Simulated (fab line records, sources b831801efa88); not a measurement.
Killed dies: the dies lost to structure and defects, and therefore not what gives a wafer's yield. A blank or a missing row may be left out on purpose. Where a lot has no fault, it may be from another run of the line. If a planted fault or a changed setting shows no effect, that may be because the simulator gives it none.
A struck lot beside a sound one / flow gf180mcu / 15 out of 602 route steps
Sound: these wafers, L483.1, L483.2, L483.5. Struck: wafers L502.2, L502.5. (L502.6 of the same lot was not struck and is left out.) The cause comes at the end.
Each step with rows lists, per side, the tool, then ch with its chambers, then its first start. Under that, the readings that differ: sound wafers / struck wafers / difference of the means / sigmas: that difference in standard deviations of wafers without a fault.
alike: readings whose means differ by less than 2 such deviations, and words and numbers that are the same on both sides. not compared: withheld readings, readings that some wafer has no value for, bounds like >300 that may hide the same value, and numbers for which the record gives no deviation and whose values overlap.
A row with sigmas, a row that says differs or no value, or rows on one side alone: a step with any of these is where the two part. Numbers that have no deviation but don't overlap get no sigmas and don't part them. A reading missing from all wafers of one side parts the sides only when that side holds two or more wafers.

GF_M2_RS_MEAS_05: the measuring method here is four-point-probe.
  sound: filmMetro-03 at day 19 04:27; struck: filmMetro-03 at day 25 05:44
  alike: M2_ALCU_RS
GF_M2_THK_MEAS_06: measures by xrf.
  sound: filmMetro-03 at day 19 04:34; struck: filmMetro-03 at day 25 05:50
  alike: M2_ALCU_THK
then, 7 steps without rows for these wafers: GF_M2_DEHYDRATE_07 (time 60 s); GF_M2_HMDS_08 (prime time 60 s); GF_M2_COAT_09 (resist thk 1000 nm); GF_M2_SOFTBAKE_10 (time 60 s); GF_M2_EXPOSE_11 (exposes mask Metal2, target cd 280 nm); GF_M2_PEB_12 (peb time 90 s); GF_M2_DEVELOP_13 (develop time 60 s).
GF_M2_CD_MEAS_14 targets a cd of 280 nm.
  sound: cdSem-02 at day 20 04:51; struck: cdSem-02 at day 26 02:29
  alike: cdNm
GF_M2_OVL_MEAS_15:
  sound: overlay-01 at day 20 04:58; struck: overlay-02 at day 26 02:35
  alike: M2_OVL
GF_M2_METAL_ETCH_16: etches the open film in Cl2/BCl3, stops on SiO2, target depth 627.5 nm, time 104.6 s.
  sound on rieMetal-02 ch 0,1, day 20 05:01; struck on rieMetal-04 ch 0,1, day 26 02:37
reading=throttleValvePct (%); sound=28.261 28.260 28.275; struck=28.245 28.239; difference=-0.023; sigmas=-2
  alike: drypumpMotorCurrentA, oesProductAu
  not compared: rfHoursCounterH
GF_M2_STRIP_17: strips in O2/N2.
  sound on plasmaAsher-02 ch 0,1, day 20 05:07; struck on plasmaAsher-01 ch 1, day 26 02:44
reading=heaterPowerW (W); sound=319 357 321; struck=382 374; difference=+46; sigmas=+2
reading=overashFraction; sound=0.5 0.5 0.5; struck=0.3 0.3; difference=-0.2; sigmas=
reading=stripTimeToEndpointS (s); sound=7.91 7.94 7.94; struck=7.80 7.78; difference=-0.14; sigmas=-3
  alike: drypumpMotorCurrentA, oesProductAu
  not compared: rfHoursCounterH
then, 2 steps without rows for these wafers: GF_M2_STRIP_18 (strips in post etch residue remover, time 1200 s); GF_PASSIVATION_PROBE_99.

## WHERE THEY PART
At GF_M2_METAL_ETCH_16 first; at GF_M2_STRIP_17 last (within this record only).

WHY: what had been put in by the simulator
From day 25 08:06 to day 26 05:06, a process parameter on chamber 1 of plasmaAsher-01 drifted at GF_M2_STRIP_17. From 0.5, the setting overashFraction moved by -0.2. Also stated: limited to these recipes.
